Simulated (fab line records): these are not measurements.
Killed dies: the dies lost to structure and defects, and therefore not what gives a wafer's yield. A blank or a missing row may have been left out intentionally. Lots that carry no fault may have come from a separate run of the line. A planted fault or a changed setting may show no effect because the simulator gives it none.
A lot that was struck, set against a sound lot || flow gf180mcu || 15 steps out of a route of 602
Sound: these wafers, L475.3, L475.4, L475.5. Wafers L476.2, L476.4, L476.6 were the ones struck. At the end, the cause is stated.
Each step with rows lists, per side, the tool, then ch with its chambers, then its first start. Under that, the readings that differ: sound wafers || struck wafers || difference of the means || sigmas: that difference in standard deviations of wafers without a fault.
alike: same words and numbers on both sides, and readings whose means sit less than 2 such deviations apart. not compared: any withheld reading, any reading some wafer has no value for, any bound like >300 that may hide the same value, and any number with overlapping values for which the record gives no deviation.
The two part at a step that has a row with sigmas, a row that says differs or no value, or rows on one side only. Non-overlapping numbers with no deviation appear without sigmas and do not part them. Lack of a reading on every wafer of one side parts them only where that side has two or more wafers.

GF_NSD_STRIP_11: strips in O2/N2.
  sound on plasma-asher-03 ch 0,1, day 15 15:13; struck on plasma-asher-04 ch 0,1, day 16 01:49
  alike: drypump-motor-current-A, heater-power-w, o2-flow-sccm, oes-product-au, strip-time-to-endpoint-s
  not compared: rf-hours-counter-h
GF_NSD_TW_MEAS_12:
  sound on film-metro-04 at day 15 15:18; struck on film-metro-02 at day 16 01:56
  alike: NSD_TW
then, 7 steps without rows for these wafers: GF_PSD_DEHYDRATE_00 (time 60 s); GF_PSD_HMDS_01 (prime time 60 s); GF_PSD_COAT_02 (resist thk 1000 nm); GF_PSD_SOFTBAKE_03 (time 60 s); GF_PSD_EXPOSE_04 (exposes mask Pplus, target cd 400 nm); GF_PSD_PEB_05; GF_PSD_DEVELOP_06 (develop time 60 s).
GF_PSD_CD_MEAS_07: target cd 400 nm.
  sound on cd-sem-02 at day 16 13:44; struck on cd-sem-02 at day 16 23:38
  alike: cd-nm
GF_PSD_OVL_MEAS_08:
  sound on overlay-02 at day 16 13:50; struck on overlay-02 at day 16 23:44
  alike: PSD_OVL
next, for these wafers, 1 step has no rows: GF_PSD_IMPLANT_09.
GF_PSD_STRIP_10: strips in O2/N2.
  sound on plasma-asher-01 ch 0,1, day 16 14:02; struck on plasma-asher-04 ch 1, day 16 23:55
{"reading": "o2-flow-sccm (sccm)", "sound": "3001 2995 2992", "struck": "2389 2397 2385", "difference": -606, "sigmas": -47}
{"reading": "strip-time-to-endpoint-s (s)", "sound": "16.52 16.51 16.48", "struck": "16.80 16.84 16.82", "difference": "+0.32", "sigmas": "+9"}
  alike: drypump-motor-current-A, heater-power-w, oes-product-au
  not compared: rf-hours-counter-h
GF_PSD_TW_MEAS_11:
  sound on film-metro-02 at day 16 14:07; struck on film-metro-04 at day 17 00:02
  alike: PSD_TW
GF_PASSIVATION_PROBE_99:
  rows exist in the record for the sound wafers here (prober-01, day 31 00:54), none for the struck ones

## WHERE THEY PART
First at GF_PSD_STRIP_10; last, within this record, at GF_PASSIVATION_PROBE_99.

WHY: what the simulator had put in
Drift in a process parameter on plasma-asher-04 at GF_PSD_STRIP_10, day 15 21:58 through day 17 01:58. Setting o2-flow-sccm shifted by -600 from 3000. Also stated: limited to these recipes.
